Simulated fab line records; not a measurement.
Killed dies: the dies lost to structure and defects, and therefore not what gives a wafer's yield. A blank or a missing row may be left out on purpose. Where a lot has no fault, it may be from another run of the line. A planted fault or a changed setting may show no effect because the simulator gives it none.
fab line records	flow sky130
record: lots: 5	wafers: 15	last-day: 50
route steps=708 shown METAL3@561 VIA3@573 PAD_OPEN@708
lots that met no fault: from a run of the same line without faults
start-h: start of the lot's first displayed wafer, in hours after the record's first day	wait-h: hours from the lot's prior step to this one	" unchanged from the row above	L1.1+2: one row covering several wafers at once	- no value, or no start given	* or withheld: withheld	< > ~ a bound
route shown NAME@n: names a module that has steps shown in the file, with the first one's number in the route	usual: mean/standard deviation of fault-free wafers	same: alike in all rows	chamber/n: place in a boat	sites: each site's reading	_std_site: the values' standard deviation	_edge_site: outer sites' mean less inner sites'	radius-mm: how far each site lies from the wafer's centre	mask NAME#n: copy n	behind: tool/chamber where the wafer was last shaped	hold: cause of the lot's hold/its duration in hours/its outcome	device: names the non-switching transistor (n, p or np)	end of line: the route-end tests of the same wafers	where a step has no rows: the recipe by itself	killed: at the first sort, the dies lost to defects and structure; wafer yield is something else	map: a wafer's dies, marking killed ones x, the rest . and places with no die _
set.NAME: the run value of the setting; set.NAME@STEP: its run value at that earlier step	model.NAME: the simulator's own value behind a step, which no gauge read
lots seen at some steps along the route; tables by step, rows by wafer
services: a tool's chamber out of use, with start hour (start-h, from the record's first day; less than 0 if before it), hours out, and reason
== steps ==
step: SKY_METAL3_PEB_11
recipe: peb-temp-c: withheld	peb-time-s: withheld	resist: KrF-thick
step: SKY_METAL3_DEVELOP_12
recipe: develop-time-s: 60	resist: KrF-thick	dev-temp-c: 21
step: SKY_METAL3_CD_MEAS_13
recipe: target-cd-nm: 300
usual: cd-nm: 300.4/1.6
lot.wafer	tool	chamber	start-h	wait-h	cd-nm
L995.1	cd-sem-01	-	920.65	-	299.7
L995.3	"	-	"	"	298.3
L995.4	"	-	"	"	298.2
L100.3	cd-sem-01	-	957.79	-	301.2
L100.4	"	-	"	"	300.8
L100.6	"	-	"	"	301.7
L103.1	cd-sem-02	-	980.15	-	298.4
L103.3	"	-	"	"	299.5
L103.5	"	-	"	"	299.5
L108.1	cd-sem-01	-	1010.31	-	298.5
L108.2	"	-	"	"	301.1
L108.5	"	-	"	"	299.9
L114.1	cd-sem-01	-	1055.25	-	304.0
L114.4	"	-	"	"	303.7
L114.6	"	-	"	"	304.2
step: SKY_METAL3_OVL_MEAS_14
usual: METAL3_OVL: 2/5.5
lot.wafer	tool	chamber	start-h	wait-h	METAL3_OVL[nm]
L995.1	overlay-02	-	920.77	0.1	-7
L995.3	"	-	"	"	-6
L995.4	"	-	"	"	1
L100.3	overlay-01	-	957.88	0.1	7
L100.4	"	-	"	"	2
L100.6	"	-	"	"	8
L103.1	overlay-02	-	980.27	0.1	4
L103.3	"	-	"	"	3
L103.5	"	-	"	"	3
L108.1	overlay-02	-	1010.43	0.1	2
L108.2	"	-	"	"	-3
L108.5	"	-	"	"	-1
L114.1	overlay-02	-	1055.37	0.1	5
L114.4	"	-	"	"	8
L114.6	"	-	"	"	-4
step: SKY_METAL3_DESCUM_15
recipe: chemistry: O2	source-power-w: 150	bias-power-w: 0	pressure-mtorr: 10	temp-c: 40	time-s: 8
step: SKY_METAL3_ETCH_16
recipe: chemistry: N2/H2	target: BARC	ion-energy-ev: 200	bias-w: 100	pressure-mtorr: 30	n2-flow-sccm: 100	h2-flow-sccm: 200	icp-w: 500	stop-on: SiO2	time-s: 88.2	target-depth-a: 600
usual: drypump-motor-current-A: 5.6/0.5	h2-flow-sccm: 200.1/0.61	oes-product-au: 0.625/0.0045	throttle-valve-pct: 13.204/0.0086
lot.wafer	tool	chamber	start-h	wait-h	drypump-motor-current-A	h2-flow-sccm	oes-product-au	rf-hours-counter-h	throttle-valve-pct
L995.1	rie-metal-03	0	920.84	0.0	6.2	200.7	0.624	17	13.199
L995.3	"	1	"	"	5.1	199.8	0.621	-	13.202
L995.4	"	0	"	"	6.2	201.3	0.623	-	13.203
L100.3	rie-metal-04	1	957.97	0.0	5.2	199.0	0.621	-	13.206
L100.4	"	0	"	"	6.2	200.6	0.621	-	13.214
L100.6	"	1	"	"	5.2	199.2	0.628	-	13.221
L103.1	rie-metal-04	1	980.34	0.0	5.2	199.9	0.625	2	13.196
L103.3	"	0	"	"	6.1	200.9	0.623	-	13.204
L103.5	"	1	"	"	5.2	200.8	0.631	-	13.224
L108.1	rie-metal-01	0	1010.50	0.0	5.7	200.2	0.623	9	13.195
L108.2	"	1	"	"	5.5	199.6	0.620	14	13.199
L108.5	"	0	"	"	5.7	199.9	0.623	-	13.194
L114.1	rie-metal-03	1	1055.44	0.0	5.1	200.3	0.619	12	13.203
L114.4	"	0	"	"	6.2	200.6	0.622	-	13.195
L114.6	"	0	"	"	6.2	199.3	0.626	-	13.207
step: SKY_METAL3_ETCH_17
recipe: target: SiO2	stop-on: TiN	chemistry: C4F8/O2/Ar	source-w: 1500	bias-w: 1200	pressure-mtorr: 40	c4f8-flow-sccm: withheld	O2_flow_sccm: 6	Ar_flow_sccm: 300	time-s: 3.9	target-depth-a: 150
usual: oes-product-au: 0.754/0.0072
lot.wafer	tool	chamber	start-h	wait-h	oes-product-au	rf-hours-counter-h
L995.1	rie-diel-02	0	920.93	0.1	0.748	3
L995.3	"	1	"	"	0.743	2
L995.4	"	3	"	"	0.755	4
L100.3	rie-diel-02	2	958.03	0.0	0.751	13
L100.4	"	0	"	"	0.759	4
L100.6	"	1	"	"	0.756	-
L103.1	rie-diel-03	3	980.43	0.1	0.754	20
L103.3	"	2	"	"	0.761	18
L103.5	"	3	"	"	0.759	-
L108.1	rie-diel-03	1	1010.60	0.1	0.752	14
L108.2	"	3	"	"	0.747	21
L108.5	"	2	"	"	0.758	-
L114.1	rie-diel-01	2	1055.53	0.1	0.750	13
L114.4	"	1	"	"	0.749	8
L114.6	"	2	"	"	0.757	-
step: SKY_METAL3_METAL_ETCH_18
recipe: target-depth-a: 8450	stop-on: SiO2	over-etch-frac: 0.3	time-s: 183.1	chemistry: Cl2/BCl3	resist-sidewall-deg: 88	pressure-mtorr: 10	icp-w: 900	bias-w: 48.5	Cl2_flow_sccm: 60	bcl3-flow-sccm: 30
usual: drypump-motor-current-A: 5.6/0.43	mfc-cl2-sccm: 60.00/0.19	oes-product-au: 0.868/0.0057	throttle-valve-pct: 22.264/0.01
lot.wafer	tool	chamber	start-h	wait-h	drypump-motor-current-A	mfc-cl2-sccm	oes-product-au	rf-hours-counter-h	throttle-valve-pct
L995.1	rie-metal-01	1	920.95	0.0	5.5	60.12	0.860	11	22.271
L995.3	"	1	"	"	5.4	59.95	0.864	-	22.270
L995.4	"	0	"	"	5.7	59.82	0.869	-	22.264
L100.3	rie-metal-03	0	958.11	0.1	6.2	59.84	0.865	-	22.279
L100.4	"	1	"	"	5.1	59.91	0.863	-	22.253
L100.6	"	1	"	"	5.0	59.91	0.857	-	22.258
L103.1	rie-metal-03	1	980.45	0.0	5.0	59.83	0.869	6	22.249
L103.3	"	0	"	"	6.2	59.97	0.867	-	22.255
L103.5	"	1	"	"	5.1	60.19	0.867	-	22.266
L108.1	rie-metal-04	0	1010.62	0.0	6.1	60.00	0.876	16	22.273
L108.2	"	1	"	"	5.2	59.75	0.885	4	22.250
L108.5	"	1	"	"	5.2	59.97	0.878	-	22.274
L114.1	rie-metal-01	1	1055.55	0.0	5.5	59.68	0.866	17	22.267
L114.4	"	1	"	"	5.5	59.94	0.861	-	22.277
L114.6	"	1	"	"	5.5	59.74	0.867	-	22.279
step: SKY_METAL3_STRIP_19
recipe: chemistry: O2/N2	power-w: 1400	pressure-mtorr: 1500	platen-temp-c: withheld	o2-flow-sccm: 3000	n2-flow-sccm: 300	overash-fraction: 0.5
usual: drypump-motor-current-A: 5.9/0.45	oes-product-au: 0.501/0.0053	strip-time-to-endpoint-s: 6.51/0.058
lot.wafer	tool	chamber	start-h	wait-h	drypump-motor-current-A	oes-product-au	rf-hours-counter-h	strip-time-to-endpoint-s
L995.1	plasma-asher-04	1	921.13	0.1	5.5	0.505	17	6.56
L995.3	"	1	"	"	5.5	0.505	-	6.67
L995.4	"	0	"	"	5.3	0.497	-	6.54
L100.3	plasma-asher-04	1	958.26	0.1	5.5	0.499	-	6.53
L100.4	"	0	"	"	5.3	0.498	-	6.49
L100.6	"	0	"	"	5.3	0.503	-	6.42
L103.1	plasma-asher-04	0	980.63	0.1	5.3	0.502	23	6.55
L103.3	"	0	"	"	5.3	0.502	-	6.56
L103.5	"	0	"	"	5.3	0.508	-	6.59
L108.1	plasma-asher-02	1	1010.79	0.1	6.2	0.499	120	6.48
L108.2	"	0	"	"	5.9	0.507	120	6.62
L108.5	"	0	"	"	5.9	0.505	-	6.53
L114.1	plasma-asher-04	0	1055.91	0.3	5.3	0.504	31	6.49
L114.4	"	0	"	"	5.3	0.514	-	6.51
L114.6	"	0	"	"	5.3	0.500	-	6.48
step: SKY_METAL3_STRIP_20
recipe: chemistry: post-etch-residue-remover	time-s: 1200	temp-c: 72.5
step: SKY_METAL3_CLEAN_21
recipe: chemistry: IPA	time-s: 180	temp-c: 25
step: SKY_METAL3_CLEAN_22
recipe: chemistry: O3/DIW	dry: n2-spin
step: SKY_VIA3_HDPCVD_00
recipe: material: SiO2	target-thk-nm: 1635	sigma-open-frac: 0.3	time-s: 272.5	temp-c: 400	sih4-flow-sccm: 60	pressure-mtorr: 6
usual: run-length-s: 300.2/0.43
lot.wafer	tool	chamber	start-h	wait-h	run-length-s	model.SiO2_of_VIA3_HDPCVD_00.thk-nm
L995.1	hdpcvd-01	1	921.72	0.0	300.2	1622
L995.3	"	0	"	"	299.9	1652
L995.4	"	0	"	"	300.8	1654
L100.3	hdpcvd-01	2	958.82	0.0	300.4	1625
L100.4	"	1	"	"	299.8	1643
L100.6	"	2	"	"	300.1	1640
L103.1	hdpcvd-01	1	981.22	0.0	300.1	1636
L103.3	"	2	"	"	300.1	1630
L103.5	"	0	"	"	300.0	1626
L108.1	hdpcvd-02	1	1011.85	0.0	299.8	1659
L108.2	"	0	"	"	300.3	1678
L108.5	"	1	"	"	299.5	1677
L114.1	hdpcvd-01	1	1056.96	0.0	300.0	1645
L114.4	"	2	"	"	309.1	1708
L114.6	"	0	"	"	300.2	1628
step: SKY_VIA3_THK_MEAS_01
recipe: reads: SiO2_of_VIA3_HDPCVD_00
usual: VIA3_HDPCVD_THK: 1636/17
lot.wafer	tool	chamber	start-h	wait-h	VIA3_HDPCVD_THK[nm]
L995.1	film-metro-03	-	921.89	0.1	1623
L995.3	"	-	"	"	1653
L995.4	"	-	"	"	1656
L100.3	film-metro-04	-	959.01	0.1	1626
L100.4	"	-	"	"	1641
L100.6	"	-	"	"	1640
L103.1	film-metro-04	-	981.39	0.1	1635
L103.3	"	-	"	"	1631
L103.5	"	-	"	"	1627
L108.1	film-metro-02	-	1012.02	0.1	1660
L108.2	"	-	"	"	1678
L108.5	"	-	"	"	1677
L114.1	film-metro-02	-	1057.13	0.1	1645
L114.4	"	-	"	"	1708
L114.6	"	-	"	"	1628
step: SKY_VIA3_CMP_02
recipe: material: SiO2	down-force-psi: 4	platen-rpm: 60	pad-velocity-m-s: 0.94248
usual: motor-current-A: 12.1/1.5
lot.wafer	tool	chamber	start-h	wait-h	motor-current-A
L995.1	cmp-01	0	921.95	0.1	9.5
L995.3	"	2	"	"	10.7
L995.4	"	3	"	"	10.9
L100.3	cmp-02	1	959.27	0.2	10.8
L100.4	"	3	"	"	11.9
L100.6	"	2	"	"	11.2
L103.3	cmp-01	1	981.45	0.0	12.7
L103.1	"	3	"	"	10.6
L103.5	"	1	"	"	12.8
L108.1	cmp-02	3	1012.08	0.1	12.5
L108.2	"	1	"	"	11.5
L108.5	"	3	"	"	12.6
L114.1	cmp-02	1	1057.19	0.1	11.6
L114.4	"	0	"	"	14.7
L114.6	"	2	"	"	12.2
step: SKY_PAD_OPEN_PROBE_99
usual: defect-limited-yield: 82.2/1.9	killed_at_M0_to_M3: 45/7.3	killed_at_M4_up: 3.1/1.7	killed-at-contacts: 25/5.1	killed-at-front-end: 15/4.5	killed-at-other: 0.3/0.56	killed-dies: 88/9.4	killed-on-rim: 17/4.3	killed-open: 47/6.6	killed-short: 40/6.9	sort_bin_3_pad_short: 0.9/0.46	sort_bin_5_function: 10.5/1.5	sort_bin_6_memory: 6.4/1.1	sort-n-pass: 404/9.4	sort-yield-pct: 82.2/1.9
same: gross-dies: 492	killed-at-back-side: 0	sort_bin_4_leakage[%]: 0	sort_bin_8_speed[%]: 0
lot.wafer	tool	chamber	start-h	wait-h	defect-limited-yield[%]	killed_at_M0_to_M3	killed_at_M4_up	killed-at-contacts	killed-at-front-end	killed-at-other	killed-dies	killed-on-rim	killed-open	killed-short	sort_bin_3_pad_short[%]	sort_bin_5_function[%]	sort_bin_6_memory[%]	sort-n-pass	sort-yield-pct[%]
L995.1	prober-01	-	1092.21	0.1	81.3	46	2	27	17	0	92	15	54	36	0.4	11.6	6.7	400	81.3
L995.3	prober-01	-	1092.31	0.2	80.9	44	5	22	23	0	94	18	39	54	1.8	12.4	4.9	398	80.9
L995.4	prober-01	-	1092.36	0.2	82.1	41	1	31	14	1	88	19	43	45	0.6	11.4	5.9	404	82.1
L100.6	prober-01	-	1121.12	0.2	82.5	40	4	27	14	1	86	22	47	38	0.8	11.2	5.5	406	82.5
L103.1	prober-02	-	1138.62	0.1	84.3	38	3	20	15	1	77	16	45	31	1.0	8.3	6.3	415	84.3
L103.3	prober-02	-	1138.72	0.2	85.8	34	3	23	10	0	70	15	39	31	0.2	10.2	3.9	422	85.8
L103.5	prober-02	-	1138.82	0.2	82.7	35	6	35	9	0	85	21	45	40	1.4	9.3	6.5	407	82.7
L108.1	prober-01	-	1164.52	0.1	82.5	48	3	19	16	0	86	9	40	46	0.6	8.5	8.3	406	82.5
L108.2	prober-01	-	1164.57	0.1	80.1	58	4	22	14	0	98	26	46	52	1.2	11.0	7.7	394	80.1
L108.5	prober-01	-	1164.72	0.2	82.7	37	3	30	15	0	85	18	49	36	0.4	10.4	6.5	407	82.7
killed by level:class
L995.1 CONTACT:geometric-particle:open=15 VIA1:geometric-particle:open=12 LI_CONTACT:geometric-particle:open=8 METAL2:geometric-particle:short=7 METAL3:geometric-particle:short=6 POLY_GATE:geometric-particle:short=5 POLY_GATE:geometric-particle:open=5 METAL1:geometric-particle:short=5
L995.3 VIA1:geometric-particle:open=7 POLY_GATE:geometric-particle:short=6 METAL1:geometric-particle:short=6 LOCAL_INTERCONNECT:geometric-particle:short=6 CONTACT:geometric-particle:short=6 VIA2:geometric-particle:open=6 FIELD_ISO:geometric-particle:open=5 CONTACT:geometric-particle:open=5
L995.4 CONTACT:geometric-particle:open=9 VIA1:geometric-particle:open=9 METAL2:geometric-particle:short=8 VIA3:geometric-particle:open=8 CONTACT:geometric-particle:short=7 LOCAL_INTERCONNECT:geometric-particle:short=7 LI_CONTACT:geometric-particle:open=5 METAL1:geometric-particle:short=4
L100.6 VIA1:geometric-particle:open=13 CONTACT:geometric-particle:short=8 POLY_GATE:geometric-particle:open=6 VIA1:geometric-particle:short=6 CONTACT:geometric-particle:open=5 VIA2:geometric-particle:open=5 LI_CONTACT:geometric-particle:short=4 LOCAL_INTERCONNECT:geometric-particle:short=4
L103.1 LI_CONTACT:geometric-particle:open=8 VIA2:geometric-particle:open=8 CONTACT:geometric-particle:open=6 VIA1:geometric-particle:short=5 VIA1:geometric-particle:open=5 METAL2:geometric-particle:short=5 FIELD_ISO:geometric-particle:open=4 LOCAL_INTERCONNECT:geometric-particle:short=4
L103.3 VIA1:geometric-particle:open=11 CONTACT:geometric-particle:open=10 METAL2:geometric-particle:short=8 METAL1:geometric-particle:short=7 LI_CONTACT:geometric-particle:open=5 FIELD_ISO:geometric-particle:short=3 FIELD_ISO:geometric-particle:open=3 VIA2:geometric-particle:open=3
L103.5 CONTACT:geometric-particle:open=14 VIA1:geometric-particle:open=9 LI_CONTACT:geometric-particle:open=8 CONTACT:geometric-particle:short=6 VIA2:geometric-particle:short=5 LOCAL_INTERCONNECT:geometric-particle:short=5 VIA1:geometric-particle:short=5 METAL1:geometric-particle:short=4
L108.1 METAL1:geometric-particle:short=10 LI_CONTACT:geometric-particle:open=8 VIA1:geometric-particle:open=7 VIA3:geometric-particle:open=6 VIA3:geometric-particle:short=5 METAL2:geometric-particle:short=5 FIELD_ISO:geometric-particle:short=4 POLY_GATE:geometric-particle:open=4
L108.2 VIA2:geometric-particle:open=10 METAL1:geometric-particle:short=10 VIA1:geometric-particle:open=9 LI_CONTACT:geometric-particle:open=6 CONTACT:geometric-particle:open=6 METAL3:geometric-particle:short=6 CONTACT:geometric-particle:short=5 VIA1:geometric-particle:short=5
L108.5 VIA1:geometric-particle:open=14 CONTACT:geometric-particle:short=8 CONTACT:geometric-particle:open=8 LI_CONTACT:geometric-particle:open=7 VIA2:geometric-particle:open=7 VIA2:geometric-particle:short=6 FIELD_ISO:geometric-particle:open=5 FIELD_ISO:geometric-particle:short=4
== services ==
tool	chamber	start-h	hours	kind
cmp-02	-	900.61	0.4	repair
cmp-02	-	905.78	0.4	repair
cmp-01	-	911.84	3.5	repair
cmp-01	-	915.38	4.0	pm
cmp-01	-	923.43	2.0	repair
rie-metal-03	1	923.81	2.9	repair
cmp-01	-	925.44	12.0	pm
rie-metal-03	-	930.27	2.8	pm
rie-diel-02	3	934.49	2.9	repair
hdpcvd-01	-	934.85	0.6	repair
rie-diel-02	-	937.63	2.8	pm
cmp-02	-	942.89	0.4	repair
rie-metal-01	-	946.37	10.0	pm
hdpcvd-01	-	953.34	0.9	repair
cmp-01	-	957.73	1.6	repair
cmp-01	-	959.40	9.4	pm
rie-diel-03	0	970.00	10.6	repair
rie-metal-01	-	970.27	15.6	pm
hdpcvd-01	0	984.52	13.6	repair
rie-diel-03	0	985.08	1.8	repair
rie-diel-02	1	986.46	4.9	repair
cmp-01	-	991.48	0.4	repair
cmp-02	-	1054.28	2.1	repair
rie-metal-01	0	1054.41	21.0	repair
== key ==
first-sign: step: SKY_VIA3_HDPCVD_00	reading: run-length-s	direction: up	sigmas: 21	usual: *	struck: *
effect: step: SKY_VIA3_THK_MEAS_01	reading: VIA3_HDPCVD_THK	direction: up	sigmas: 4.2	usual: 1636	struck: 1708
model-effect: step: SKY_VIA3_HDPCVD_00	value: SiO2_of_VIA3_HDPCVD_00.thk-nm	without: 1654	struck: 1708
met-at SKY_VIA3_HDPCVD_00
struck-wafers L114.4
onset-between 981.22 1056.96
fault: kind: process-parameter-drift	tool: hdpcvd-01	chamber: -	onset-h: 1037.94	steps: SKY_VIA3_HDPCVD_00	channel: time-s	offset: *	shape: step	end-h: 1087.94	scope: struck-wafers-only	acts-in: *	stated: *
